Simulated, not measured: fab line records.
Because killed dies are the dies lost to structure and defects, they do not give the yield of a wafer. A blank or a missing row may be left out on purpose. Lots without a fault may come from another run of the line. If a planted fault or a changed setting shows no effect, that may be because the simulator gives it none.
Chamber matching / flow sky130 / SKY_CONTACT_ETCH_16 on rie_diel-02 has 4 sister chambers
The step etches BARC in N2/H2, stops on SiO2, time 45.9 s, target depth 60 nm. 4 wafers are shown with their chamber, then 8 later ones without.

== EACH WAFER AND ITS CHAMBER ==
wafer=L477.6; chamber=0; drypump_motor_current_A (A)=6.2
wafer=L480.3; chamber=1; drypump_motor_current_A (A)=5.6
wafer=L480.5; chamber=2; drypump_motor_current_A (A)=5.6
wafer=L488.1; chamber=3; drypump_motor_current_A (A)=6.3

== WAFERS WITH NO CHAMBER GIVEN ==
wafer=L488.4; drypump_motor_current_A (A)=5.6
wafer=L488.5; drypump_motor_current_A (A)=5.6
wafer=L492.1; drypump_motor_current_A (A)=5.5
wafer=L492.4; drypump_motor_current_A (A)=5.7
wafer=L492.5; drypump_motor_current_A (A)=5.6
wafer=L494.4; drypump_motor_current_A (A)=6.2
wafer=L494.5; drypump_motor_current_A (A)=6.3
wafer=L494.6; drypump_motor_current_A (A)=6.2

== WHICH CHAMBER EACH ONE RAN IN ==
wafer=L488.4; from the rows above=can't be placed: 1 or 2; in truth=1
wafer=L488.5; from the rows above=can't be placed: 1 or 2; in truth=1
wafer=L492.1; from the rows above=can't be placed: 1 or 2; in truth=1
wafer=L492.4; from the rows above=can't be placed: 1 or 2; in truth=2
wafer=L492.5; from the rows above=can't be placed: 1 or 2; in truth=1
wafer=L494.4; from the rows above=can't be placed: 0 or 3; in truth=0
wafer=L494.5; from the rows above=can't be placed: 3 or 0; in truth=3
wafer=L494.6; from the rows above=can't be placed: 0 or 3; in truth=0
Correct placement for 0 of the 8. Not placeable from these rows: 8 (in 8, the candidates include the true chamber). Placed wrongly: 0.
How it was worked out, from the rows above alone: a wafer's distance from a chamber is the root of the sum, over the readings, of the square of ((its reading less the chamber's mean) divided by the reading's scatter). The wafer belongs to the nearest chamber; if the next one is less than 2 further off, it can't be placed. A chamber's mean is the mean of its shown wafers. The scatter: root of mean squared gap, hidden wafer to nearest shown wafer, with one shown wafer a chamber.
